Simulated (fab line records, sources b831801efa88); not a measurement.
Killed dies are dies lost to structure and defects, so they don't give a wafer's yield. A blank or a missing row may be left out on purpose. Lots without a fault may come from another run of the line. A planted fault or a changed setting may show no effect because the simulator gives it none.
Which tool did it? | flow sky130 | 15 lots, 45 wafers sampled, at 1 step of a route of 708

WHAT THE GAUGES READ, wafer by wafer
SKY_VIA2_OVL_MEAS_13.
lot  | measured     | on         | VIA2_OVL (nm)
L910 | day 36 13:38 | overlay-01 | 17 13 5
L912 | day 37 00:14 | overlay-02 | -1 1 -1
L913 | day 37 07:08 | overlay-01 | 0 1 3
L915 | day 38 14:08 | overlay-02 | -2 11 10
L916 | day 38 15:28 | overlay-02 | -6 -9 -9
L918 | day 38 20:38 | overlay-01 | 7 -6 3
L919 | day 39 05:08 | overlay-02 | 10 4 8
L926 | day 41 06:17 | overlay-01 | -5 6 1
L927 | day 41 07:10 | overlay-01 | -8 6 -1
L928 | day 41 11:13 | overlay-02 | 1 3 5
L930 | day 42 10:22 | overlay-01 | 10 9 8
L929 | day 42 11:19 | overlay-01 | 1 7 6
L931 | day 42 13:46 | overlay-01 | 3 5 5
L932 | day 42 19:50 | overlay-02 | 2 -3 2
L933 | day 43 01:32 | overlay-02 | 12 12 6

WHICH TOOL RAN EACH LOT (tool, then ch and the chambers of the sampled wafers, then the start)
The record holds no process step before these readings.

WHAT THE TOOLS THEMSELVES READ (means of the sampled wafers that have a number; where no wafer has one, the mark that the record gives instead)
The record holds no such reading with a usual standard deviation.

THE ANSWER, worked out from the rows above alone
Rule: what is usual is taken from the lots themselves. Put in order of their means at a reading, lots are off if they are a third of the lots or fewer, leave a main group of 4 or more, and stand apart from it by a gap of 3 or more times the standard deviation of the main group's means; of several such gaps the widest counts. A main group whose means are all the same, to the digits that the tables above print for the reading, isn't used. A lot without any number at a reading at which 4 lots or more have one is off too. The other lots that the step has rows for count as sound. The gauges are gone through in route order, then the tools' own readings, and for those a lot's mean is taken as printed above. The first step at which some lot is off is used, and at that step the reading that is off furthest; a lot without a number counts as furthest.
No lot is off at any reading shown: from this, nothing can be told.

WHAT THE SIMULATOR HAD PUT IN
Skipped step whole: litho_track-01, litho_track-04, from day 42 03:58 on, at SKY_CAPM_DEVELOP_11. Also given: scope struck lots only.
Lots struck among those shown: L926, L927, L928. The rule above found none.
